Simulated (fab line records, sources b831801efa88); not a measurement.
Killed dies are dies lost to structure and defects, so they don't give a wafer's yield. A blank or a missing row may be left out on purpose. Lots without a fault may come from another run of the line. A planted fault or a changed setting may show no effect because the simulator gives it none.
Which tool did it? | flow sky130 | 10 lots, 30 wafers sampled, at 6 steps of a route of 708

WHAT THE GAUGES READ, wafer by wafer
The record holds no reading of a measuring or inspecting step that can be judged against a usual standard deviation.

WHICH TOOL RAN EACH LOT (tool, then ch and the chambers of the sampled wafers, then the start)
lot  | SKY_VIA3_CMP_24               | SKY_METAL4_SPUTTER_00        | SKY_METAL4_SPUTTER_02        | SKY_METAL4_METAL_ETCH_18          | SKY_METAL4_STRIP_19                  | SKY_PAD_OPEN_PROBE_99
L958 | cmp-01 ch 0,1, day 39 10:25   | pvd_sputter-01, day 39 10:43 | pvd_sputter-01, day 39 10:46 | rie_metal-03 ch 0,1, day 41 12:00 | plasma_asher-02 ch 0,1, day 41 12:09 | prober-02, day 45 13:15
L959 | cmp-02 ch 0,1,2, day 40 00:38 | pvd_sputter-01, day 40 00:53 | pvd_sputter-01, day 40 00:56 | rie_metal-03 ch 0,1, day 42 02:11 | plasma_asher-02 ch 0,1, day 42 02:20 | prober-01, day 46 02:02
L960 | cmp-01 ch 1,2,3, day 40 18:43 | pvd_sputter-01, day 40 19:01 | pvd_sputter-01, day 40 19:04 | rie_metal-03 ch 0,1, day 42 19:20 | plasma_asher-02 ch 0,1, day 42 19:31 | prober-02, day 46 17:01
L964 | cmp-02 ch 0,1,3, day 41 17:46 | pvd_sputter-03, day 41 17:58 | pvd_sputter-03, day 41 18:01 | rie_metal-04 ch 0,1, day 43 17:34 | plasma_asher-03 ch 0,1, day 43 17:44 | prober-02, day 47 10:50
L967 | cmp-01 ch 0,2,3, day 42 08:01 | pvd_sputter-02, day 42 08:13 | pvd_sputter-02, day 42 08:16 | rie_metal-03 ch 0,1, day 44 07:28 | plasma_asher-03 ch 0,1, day 44 07:37 | prober-01, day 48 00:19
L969 | cmp-02 ch 1,3, day 43 02:47   | pvd_sputter-01, day 43 03:05 | pvd_sputter-01, day 43 03:08 | rie_metal-04 ch 0,1, day 45 01:01 | plasma_asher-03 ch 0,1, day 45 01:11 | prober-01, day 48 16:38
L971 | cmp-01 ch 2,3, day 43 16:16   | pvd_sputter-03, day 43 16:34 | pvd_sputter-03, day 43 16:37 | rie_metal-03 ch 1, day 45 13:25   | plasma_asher-01 ch 0,1, day 45 13:36 | prober-01, day 49 02:23
L974 | cmp-01 ch 2,3, day 44 10:43   | pvd_sputter-02, day 44 11:01 | pvd_sputter-02, day 44 11:04 | rie_metal-03 ch 1, day 46 06:43   | plasma_asher-02 ch 0,1, day 46 07:04 | prober-02, day 49 17:03
L975 | cmp-02 ch 1,2,3, day 44 16:28 | pvd_sputter-02, day 44 16:46 | pvd_sputter-02, day 44 16:49 | rie_metal-03 ch 0,1, day 46 12:05 | plasma_asher-02 ch 0,1, day 46 12:16 | prober-01, day 49 21:51
L981 | cmp-02 ch 1,2,3, day 46 01:31 | pvd_sputter-01, day 46 01:40 | pvd_sputter-01, day 46 01:43 | rie_metal-04 ch 0,1, day 47 19:04 | plasma_asher-01 ch 0,1, day 47 19:14 | prober-01, day 50 21:54
- SKY_VIA3_CMP_24: polishes, stops on SiO2, t overpolish 20 s, target thk 0 nm.
- SKY_METAL4_SPUTTER_00: material Ti, target thk 15 nm, time 10 s.
- SKY_METAL4_SPUTTER_02: material AlCu, target thk 735 nm, time 39.1 s.
- SKY_METAL4_METAL_ETCH_18: etches the open film in Cl2/BCl3, stops on SiO2, target depth 845 nm, time 183.1 s.
- SKY_METAL4_STRIP_19: strips in O2/N2.
- SKY_PAD_OPEN_PROBE_99

WHAT THE TOOLS THEMSELVES READ (means of the sampled wafers that have a number; where no wafer has one, the mark that the record gives instead)
SKY_VIA3_CMP_24. Usual: motor_current_A 10.6 A, standard deviation 1; overpolish_run_s 20.000 s, standard deviation 0.0085; slurry_filter_dp_kPa 13.49 kPa, standard deviation 0.14; time_to_endpoint_s 93 s, standard deviation 3.5.
lot  | tool   | motor_current_A (A) | overpolish_run_s (s) | slurry_filter_dp_kPa (kPa) | time_to_endpoint_s (s) | flag
L958 | cmp-01 | 9.1                 | 20.010               | 13.43                      | 95                     |
L959 | cmp-02 | 10.9                | 20.001               | 13.48                      | 90                     |
L960 | cmp-01 | 10.9                | 19.992               | 13.38                      | 92                     |
L964 | cmp-02 | 10.9                | 20.002               | 13.53                      | 89                     |
L967 | cmp-01 | 10.4                | 20.003               | 13.49                      | 91                     |
L969 | cmp-02 | 11.2                | 20.005               | 13.54                      | 91                     |
L971 | cmp-01 | 11.3                | 20.005               | 13.56                      | 94                     |
L974 | cmp-01 | 12.0                | 19.996               | 13.53                      | 93                     |
L975 | cmp-02 | 11.2                | 19.994               | 13.50                      | 100                    |
L981 | cmp-02 | 11.1                | 19.999               | 13.45                      | 98                     |

SKY_METAL4_SPUTTER_00. Usual: cathode_dc_power_W 2999.9 W, standard deviation 0.48; throttle_valve_pct 30.5 %, standard deviation 1.
lot  | tool           | cathode_dc_power_W (W) | throttle_valve_pct (%) | flag
L958 | pvd_sputter-01 | 3000.0                 | 31.2                   |
L959 | pvd_sputter-01 | 2999.8                 | 31.3                   |
L960 | pvd_sputter-01 | 2999.9                 | 31.2                   |
L964 | pvd_sputter-03 | 3000.1                 | 29.3                   |
L967 | pvd_sputter-02 | 2999.7                 | 30.4                   |
L969 | pvd_sputter-01 | 2999.9                 | 31.1                   |
L971 | pvd_sputter-03 | 2999.9                 | 29.5                   |
L974 | pvd_sputter-02 | 3000.2                 | 30.4                   |
L975 | pvd_sputter-02 | 3000.3                 | 30.8                   |
L981 | pvd_sputter-01 | 3000.0                 | 31.2                   |

SKY_METAL4_SPUTTER_02. Usual: cathode_dc_power_W 10600 W, standard deviation 2; throttle_valve_pct 30.5 %, standard deviation 1.
lot  | tool           | cathode_dc_power_W (W) | throttle_valve_pct (%) | flag
L958 | pvd_sputter-01 | 10601                  | 31.4                   |
L959 | pvd_sputter-01 | 10599                  | 31.1                   |
L960 | pvd_sputter-01 | 10601                  | 31.0                   |
L964 | pvd_sputter-03 | 10599                  | 29.3                   |
L967 | pvd_sputter-02 | 10599                  | 30.1                   |
L969 | pvd_sputter-01 | 10598                  | 31.0                   |
L971 | pvd_sputter-03 | 10598                  | 29.4                   |
L974 | pvd_sputter-02 | 10601                  | 30.3                   |
L975 | pvd_sputter-02 | 10603                  | 30.7                   |
L981 | pvd_sputter-01 | 10600                  | 31.2                   |

SKY_METAL4_METAL_ETCH_18. Usual: bias_w 48.50 W, standard deviation 0.16; drypump_motor_current_A 5.5 A, standard deviation 0.37; oes_product_au 0.868 a.u., standard deviation 0.0058; throttle_valve_pct 22.264 %, standard deviation 0.0087.
lot  | tool         | bias_w (W) | drypump_motor_current_A (A) | oes_product_au (a.u.) | throttle_valve_pct (%) | flag
L958 | rie_metal-03 | 48.47      | 5.2                         | 0.873                 | 22.257                 |
L959 | rie_metal-03 | 48.34      | 5.3                         | 0.871                 | 22.255                 |
L960 | rie_metal-03 | 48.49      | 5.3                         | 0.870                 | 22.264                 |
L964 | rie_metal-04 | 48.61      | 5.9                         | 0.866                 | 22.256                 |
L967 | rie_metal-03 | 48.55      | 5.2                         | 0.866                 | 22.265                 |
L969 | rie_metal-04 | 48.45      | 5.9                         | 0.872                 | 22.257                 |
L971 | rie_metal-03 | 48.66      | 5.1                         | 0.868                 | 22.273                 |
L974 | rie_metal-03 | 59.09      | 5.1                         | 0.874                 | 22.269                 | OFF
L975 | rie_metal-03 | 55.54      | 5.2                         | 0.861                 | 22.269                 | OFF
L981 | rie_metal-04 | 48.48      | 5.9                         | 0.871                 | 22.259                 |

SKY_METAL4_STRIP_19. Usual: drypump_motor_current_A 5.5 A, standard deviation 0.33; oes_product_au 0.504 a.u., standard deviation 0.006; strip_time_to_endpoint_s 6.59 s, standard deviation 0.079.
lot  | tool            | drypump_motor_current_A (A) | oes_product_au (a.u.) | strip_time_to_endpoint_s (s) | flag
L958 | plasma_asher-02 | 5.6                         | 0.496                 | 6.55                         |
L959 | plasma_asher-02 | 5.8                         | 0.501                 | 6.51                         |
L960 | plasma_asher-02 | 5.5                         | 0.502                 | 6.61                         |
L964 | plasma_asher-03 | 5.6                         | 0.505                 | 6.58                         |
L967 | plasma_asher-03 | 5.6                         | 0.509                 | 6.56                         |
L969 | plasma_asher-03 | 5.6                         | 0.507                 | 6.58                         |
L971 | plasma_asher-01 | 5.1                         | 0.508                 | 6.66                         |
L974 | plasma_asher-02 | 5.8                         | 0.483                 | 6.17                         | OFF
L975 | plasma_asher-02 | 5.8                         | 0.489                 | 6.29                         | OFF
L981 | plasma_asher-01 | 5.1                         | 0.511                 | 6.70                         |

SKY_PAD_OPEN_PROBE_99. Usual: defect_limited_yield 82.5 %, standard deviation 1.8; killed_at_M0_to_M3 43, standard deviation 6.9; killed_at_M4_up 3.1, standard deviation 1.8; killed_at_contacts 24, standard deviation 5.1; killed_at_front_end 15, standard deviation 4.8; killed_at_other 0.3, standard deviation 0.48; killed_dies 86, standard deviation 8.9; killed_open 47, standard deviation 6.8; killed_short 39, standard deviation 6.3; sort_bin_3_pad_short 0.8 %, standard deviation 0.39; sort_bin_5_function 10.3 %, standard deviation 1.5; sort_bin_6_memory 6.3 %, standard deviation 1.1; sort_n_pass 406, standard deviation 8.9; sort_yield_pct 82.5 %, standard deviation 1.8.
lot  | tool      | defect_limited_yield (%) | killed_at_M0_to_M3 | killed_at_M4_up | killed_at_contacts | killed_at_front_end | killed_at_other | killed_dies | killed_open | killed_short | sort_bin_3_pad_short (%) | sort_bin_5_function (%) | sort_bin_6_memory (%) | sort_n_pass | sort_yield_pct (%) | flag
L958 | prober-02 | 83.2                     | 43                 | 4.0             | 19                 | 16                  | 0.7             | 83          | 49          | 34           | 0.9                      | 8.9                     | 7.0                   | 409         | 83.2               |
L959 | prober-01 | 85.0                     | 42                 | 3.7             | 17                 | 11                  | 0.3             | 74          | 35          | 39           | 0.6                      | 9.2                     | 5.2                   | 418         | 85.0               |
L960 | prober-02 | 80.8                     | 48                 | 3.7             | 25                 | 17                  | 0.7             | 94          | 53          | 41           | 0.9                      | 11.3                    | 6.9                   | 398         | 80.8               |
L964 | prober-02 | 81.4                     | 46                 | 3.3             | 25                 | 16                  | 0.3             | 92          | 52          | 39           | 0.9                      | 10.6                    | 7.1                   | 400         | 81.4               |
L967 | prober-01 | 85.0                     | 42                 | 3.7             | 18                 | 10                  | 0.0             | 74          | 45          | 29           | 0.6                      | 9.3                     | 5.2                   | 418         | 85.0               |
L969 | prober-01 | 81.8                     | 37                 | 2.3             | 27                 | 22                  | 1.0             | 90          | 43          | 47           | 1.3                      | 10.6                    | 6.3                   | 402         | 81.8               |
L971 | prober-01 | 82.1                     | 48                 | 1.3             | 22                 | 16                  | 0.7             | 88          | 53          | 35           | 0.6                      | 11.7                    | 5.6                   | 404         | 82.1               |
L974 | prober-02 | 82.1                     | 41                 | 3.3             | 27                 | 16                  | 0.0             | 88          | 45          | 42           | 1.0                      | 10.5                    | 6.4                   | 404         | 82.1               |
L975 | prober-01 | 84.0                     | 41                 | 3.0             | 20                 | 14                  | 0.3             | 79          | 43          | 35           | 0.6                      | 10.5                    | 4.9                   | 413         | 84.0               |
L981 | prober-01 | 83.6                     | 34                 | 3.0             | 23                 | 21                  | 0.0             | 81          | 43          | 37           | 0.9                      | 9.6                     | 5.9                   | 411         | 83.6               |

THE ANSWER, worked out from the rows above alone
Rule: a lot is off if the mean of its wafers that have a number lies more than 3 standard deviations from the usual mean. A lot without any number at a reading at which 4 lots or more have one is off too. The other lots that the step has rows for count as sound. The gauges are gone through in route order, then the tools' own readings, and for those a lot's mean is taken as printed above. The first step at which some lot is off is used, and at that step the reading that is off furthest; a lot without a number counts as furthest.
Off: L974, L975, at SKY_METAL4_METAL_ETCH_18 (bias_w).
A tool fits if, at that step or a process step before it, it ran every lot that is off, and no sound lot after the first of them. Can't be told from this: 2 tools fit, pvd_sputter-02 at SKY_METAL4_SPUTTER_00 and SKY_METAL4_SPUTTER_02, rie_metal-03 at SKY_METAL4_METAL_ETCH_18.

WHAT THE SIMULATOR HAD PUT IN
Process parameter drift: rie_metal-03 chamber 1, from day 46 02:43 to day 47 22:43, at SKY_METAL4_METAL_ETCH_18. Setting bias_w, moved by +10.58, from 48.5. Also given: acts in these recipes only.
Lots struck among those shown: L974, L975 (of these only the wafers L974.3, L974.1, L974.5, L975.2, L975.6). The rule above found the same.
